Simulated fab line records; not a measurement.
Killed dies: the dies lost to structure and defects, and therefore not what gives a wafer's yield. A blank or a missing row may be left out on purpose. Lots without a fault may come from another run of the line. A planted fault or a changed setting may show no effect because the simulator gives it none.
A struck lot beside a sound one | flow gf180mcu | 15 steps out of a route of 602
Sound: these wafers, L620.2, L620.5, L620.6. Struck: wafers L608.3, L608.5, L608.6. The cause is given at the end.
Per side, at each step with rows, come the tool, then ch with its chambers, and then its first start. Under that, the readings that differ: sound wafers | struck wafers | difference of the means | sigmas: that difference in standard deviations of wafers without a fault.
alike: a reading whose means differ by less than 2 such deviations, as well as words and numbers matching on both sides. not compared: withheld readings; readings where some wafer has no value; bounds like >300 that might hide an equal value; numbers whose values overlap and for which the record gives no deviation.
Wherever a step has rows on one side only, a row that says differs or no value, or a row with sigmas, the two part there. When numbers do not overlap yet have no deviation, they are printed without sigmas and do not part them. Lack of a reading on every wafer of one side parts them only where that side has two or more wafers.

first, 6 steps without rows for these wafers: GF_M4_HMDS_08 (prime time 60 s); GF_M4_COAT_09 (resist thk 1000 nm); GF_M4_SOFTBAKE_10 (time 60 s); GF_M4_EXPOSE_11 (exposes mask Metal4, target cd 280 nm); GF_M4_PEB_12 (peb time 90 s); GF_M4_DEVELOP_13 (develop time 60 s).
GF_M4_CD_MEAS_14: target cd 280 nm.
  sound on cd_sem-02, day 27 21:23; struck on cd_sem-01, day 23 15:21
  alike: cd_nm
GF_M4_OVL_MEAS_15:
  sound on overlay-02, day 27 21:29; struck on overlay-01, day 23 15:26
  alike: M4_OVL
GF_M4_METAL_ETCH_16: etches the open film in Cl2/BCl3, stops on SiO2, target depth 750.8 nm, time 125.1 s.
  sound on rie_metal-02 ch 0,1, day 27 21:31; struck on rie_metal-01 ch 0,1, day 23 15:31
  alike: drypump_motor_current_A, he_backside_leak_sccm, oes_product_au, throttle_valve_pct
  not compared: rf_hours_counter_h
GF_M4_STRIP_17: strips in O2/N2.
  sound on plasma_asher-03 ch 0,1, day 27 21:38; struck on plasma_asher-04 ch 0,1, day 23 15:38
  alike: drypump_motor_current_A, heater_power_w, oes_product_au, strip_time_to_endpoint_s
  not compared: rf_hours_counter_h
then, 2 steps without rows for these wafers: GF_M4_STRIP_18 (strips in post etch residue remover, time 1200 s); GF_M4_CLEAN_19 (cleans in DIW).
GF_V4_CVD_00: deposits SiO2, target thk 600 nm, time 100 s.
  sound on hdpcvd-01 ch 1,2, day 27 22:11; struck on hdpcvd-02 ch 1,2, day 23 16:22
  alike: susceptor_temp_C
GF_V4_THK_MEAS_01:
  sound on film_metro-03, day 27 22:16; struck on film_metro-04, day 23 16:45
  reading            | sound       | struck         | difference | sigmas
  V4_CVD_00_THK (nm) | 597 590 585 | 1203 1199 1208 | +613       | +91
GF_PASSIVATION_PROBE_99:
  the record holds rows for the sound wafers here (prober-02, day 32 20:32) but none for the struck ones

## WHERE THEY PART
At GF_V4_THK_MEAS_01 first; at GF_PASSIVATION_PROBE_99 last (within this record only).

WHY: whatever the simulator had introduced
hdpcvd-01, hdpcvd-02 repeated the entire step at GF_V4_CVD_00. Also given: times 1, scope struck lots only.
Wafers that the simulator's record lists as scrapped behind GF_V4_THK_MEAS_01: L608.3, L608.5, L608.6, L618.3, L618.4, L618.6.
